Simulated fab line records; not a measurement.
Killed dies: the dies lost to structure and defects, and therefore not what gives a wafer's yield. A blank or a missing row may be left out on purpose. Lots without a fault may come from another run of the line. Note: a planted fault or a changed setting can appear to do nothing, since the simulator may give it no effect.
Which tool did it? + flow gf180mcu + 39 wafers from 13 lots sampled at 5 of the route's 602 steps

WHAT THE GAUGES SHOWED, per wafer
GF_HV_LDD_TW_MEAS_23.
| lot  | measured     | on            | HV_LDD_2_TW    |
|------|--------------|---------------|----------------|
| L166 | day 10 18:21 | film-metro-03 | 1059 1063 1066 |
| L168 | day 11 16:34 | film-metro-02 | 1061 1057 1058 |
| L170 | day 12 00:38 | film-metro-03 | 1065 1068 1069 |
| L172 | day 12 17:20 | film-metro-03 | 1068 1067 1067 |
| L173 | day 13 02:44 | film-metro-03 | 1066 1066 1072 |
| L174 | day 13 07:21 | film-metro-03 | 1064 1069 1069 |
| L175 | day 13 11:20 | film-metro-03 | 1069 1070 1072 |
| L179 | day 14 20:25 | film-metro-03 | 1066 1071 1065 |
| L181 | day 15 15:23 | film-metro-03 | 1076 1069 1072 |
| L180 | day 15 16:17 | film-metro-02 | 1064 1066 1071 |
| L182 | day 15 21:41 | film-metro-02 | 1063 1062 1061 |
| L187 | day 17 06:05 | film-metro-03 | 1069 1067 1071 |
| L188 | day 17 16:32 | film-metro-02 | 1063 1062 1064 |

GF_NSD_TW_MEAS_12.
| lot  | measured     | on            | NSD_TW         |
|------|--------------|---------------|----------------|
| L166 | day 13 08:16 | film-metro-01 | 4289 4305 4326 |
| L168 | day 14 09:35 | film-metro-01 | 4349 4332 4324 |
| L170 | day 14 16:38 | film-metro-02 | 4245 4246 4252 |
| L172 | day 15 10:25 | film-metro-02 | 4271 4277 4262 |
| L173 | day 15 19:56 | film-metro-01 | 4350 4346 4353 |
| L174 | day 16 03:01 | film-metro-01 | 4291 4334 4323 |
| L175 | day 16 06:30 | film-metro-01 | 4315 4303 4322 |
| L179 | day 17 22:30 | film-metro-02 | 4279 4257 4284 |
| L181 | day 18 16:12 | film-metro-02 | 4307 4267 4270 |
| L180 | day 18 17:56 | film-metro-02 | 4282 4302 4292 |
| L182 | day 18 23:35 | film-metro-01 | 4321 4312 4327 |
| L187 | day 20 12:29 | film-metro-01 | 4312 4319 4308 |
| L188 | day 20 21:38 | film-metro-04 | 4330 4311 4325 |

GF_PSD_CD_MEAS_07 targets a cd of 400 nm.
| lot  | measured     | on        | cd-nm (nm)        |
|------|--------------|-----------|-------------------|
| L166 | day 14 03:55 | cd-sem-02 | 398.8 400.0 401.5 |
| L168 | day 15 06:42 | cd-sem-01 | 396.7 398.2 398.5 |
| L170 | day 15 13:55 | cd-sem-01 | 403.1 400.4 399.9 |
| L172 | day 16 08:13 | cd-sem-01 | 397.2 395.3 399.3 |
| L173 | day 16 18:41 | cd-sem-02 | 403.5 403.8 402.1 |
| L174 | day 17 00:52 | cd-sem-02 | 402.8 404.9 401.9 |
| L175 | day 17 05:35 | cd-sem-02 | 397.1 399.1 399.4 |
| L179 | day 18 22:20 | cd-sem-01 | 392.2 394.2 392.5 |
| L181 | day 19 16:35 | cd-sem-02 | 400.8 401.0 401.9 |
| L180 | day 19 18:07 | cd-sem-02 | 397.5 397.1 398.5 |
| L182 | day 20 00:13 | cd-sem-01 | 391.3 391.7 390.5 |
| L187 | day 21 12:07 | cd-sem-01 | 400.6 400.4 401.5 |
| L188 | day 21 21:32 | cd-sem-01 | 398.9 401.0 399.5 |

EACH LOT AND THE TOOL THAT RAN IT (in order: tool; ch and the chambers of the sampled wafers; start)
| lot  | GF_HV_LDD_STRIP_22                   | GF_PSD_DEVELOP_06                 |
|------|--------------------------------------|-----------------------------------|
| L166 | plasma-asher-02 ch 0,1, day 10 18:13 | litho-track-03 ch 0, day 14 03:47 |
| L168 | plasma-asher-02 ch 0, day 11 16:27   | litho-track-03 ch 0, day 15 06:33 |
| L170 | plasma-asher-04 ch 0,1, day 12 00:32 | litho-track-04 ch 0, day 15 13:46 |
| L172 | plasma-asher-02 ch 0,1, day 12 17:14 | litho-track-04 ch 0, day 16 08:04 |
| L173 | plasma-asher-01 ch 0,1, day 13 02:38 | litho-track-04 ch 0, day 16 18:33 |
| L174 | plasma-asher-02 ch 0,1, day 13 07:16 | litho-track-04 ch 0, day 17 00:43 |
| L175 | plasma-asher-01 ch 0,1, day 13 11:14 | litho-track-01 ch 0, day 17 05:26 |
| L179 | plasma-asher-04 ch 0,1, day 14 20:18 | litho-track-04 ch 0, day 18 22:12 |
| L181 | plasma-asher-04 ch 0,1, day 15 15:17 | litho-track-01 ch 0, day 19 16:26 |
| L180 | plasma-asher-02 ch 0,1, day 15 16:11 | litho-track-01 ch 0, day 19 17:58 |
| L182 | plasma-asher-01 ch 0,1, day 15 21:35 | litho-track-04 ch 0, day 20 00:04 |
| L187 | plasma-asher-01 ch 0,1, day 17 05:59 | litho-track-01 ch 0, day 21 11:58 |
| L188 | plasma-asher-04 ch 0,1, day 17 16:26 | litho-track-03 ch 0, day 21 21:23 |
- GF_HV_LDD_STRIP_22: strips in O2/N2.
- GF_PSD_DEVELOP_06: develop time 60 s.

AS READ BY THE TOOLS THEMSELVES (means over the sampled wafers that have a number; for cases with no such wafer, the mark the record gives instead)
GF_HV_LDD_STRIP_22.
| lot  | tool            | drypump-motor-current-A (A) | heater-power-w (W) | oes-product-au (a.u.) | strip-time-to-endpoint-s (s) |
|------|-----------------|-----------------------------|--------------------|-----------------------|------------------------------|
| L166 | plasma-asher-02 | 5.5                         | 315                | 0.716                 | 12.61                        |
| L168 | plasma-asher-02 | 6.0                         | 304                | 0.719                 | 12.66                        |
| L170 | plasma-asher-04 | 5.5                         | 359                | 0.714                 | 12.62                        |
| L172 | plasma-asher-02 | 5.5                         | 319                | 0.716                 | 12.69                        |
| L173 | plasma-asher-01 | 5.8                         | 425                | 0.715                 | 12.67                        |
| L174 | plasma-asher-02 | 5.5                         | 319                | 0.713                 | 12.62                        |
| L175 | plasma-asher-01 | 5.8                         | 431                | 0.712                 | 12.62                        |
| L179 | plasma-asher-04 | 5.5                         | 340                | 0.719                 | 12.66                        |
| L181 | plasma-asher-04 | 5.5                         | 359                | 0.715                 | 12.64                        |
| L180 | plasma-asher-02 | 5.5                         | 316                | 0.714                 | 12.60                        |
| L182 | plasma-asher-01 | 5.8                         | 431                | 0.721                 | 12.70                        |
| L187 | plasma-asher-01 | 6.0                         | 384                | 0.719                 | 12.68                        |
| L188 | plasma-asher-04 | 5.5                         | 361                | 0.718                 | 12.72                        |

GF_PSD_DEVELOP_06.
| lot  | tool           | developer-temp-C (C) | resist-line-temp-C (C) |
|------|----------------|----------------------|------------------------|
| L166 | litho-track-03 | 22.96                | 23.21                  |
| L168 | litho-track-03 | 23.09                | 22.94                  |
| L170 | litho-track-04 | 22.94                | 23.00                  |
| L172 | litho-track-04 | 23.07                | 22.95                  |
| L173 | litho-track-04 | 22.93                | 22.90                  |
| L174 | litho-track-04 | 23.15                | 22.89                  |
| L175 | litho-track-01 | 22.94                | 23.06                  |
| L179 | litho-track-04 | 22.96                | 22.99                  |
| L181 | litho-track-01 | 23.06                | 22.94                  |
| L180 | litho-track-01 | 22.89                | 23.12                  |
| L182 | litho-track-04 | 22.98                | 23.18                  |
| L187 | litho-track-01 | 23.03                | 22.89                  |
| L188 | litho-track-03 | 22.90                | 23.04                  |

THE ANSWER, worked out from the rows above alone
Rule: the usual values come from the lots themselves. The widest of any qualifying gaps counts: lots, ordered by their means at a reading, are off when they make up no more than a third of the lots, leave a main group of 4 or more, and stand apart from it by 3 or more times the standard deviation of that group's means. A main group whose means are all the same, to the digits that the tables above print for the reading, isn't used. Also off: a lot with no number at a reading for which 4 or more lots have one. Where the step has rows for the other lots, those lots are counted as sound. After the gauges, taken in route order, come the tools' own readings; for these a lot's mean is taken, as printed above. The first step at which some lot is off is used, and at that step the reading that is off furthest; a lot without a number counts as furthest.
Nothing can be told from this: no lot is off at any reading shown.

WHAT THE SIMULATOR HAD INSERTED
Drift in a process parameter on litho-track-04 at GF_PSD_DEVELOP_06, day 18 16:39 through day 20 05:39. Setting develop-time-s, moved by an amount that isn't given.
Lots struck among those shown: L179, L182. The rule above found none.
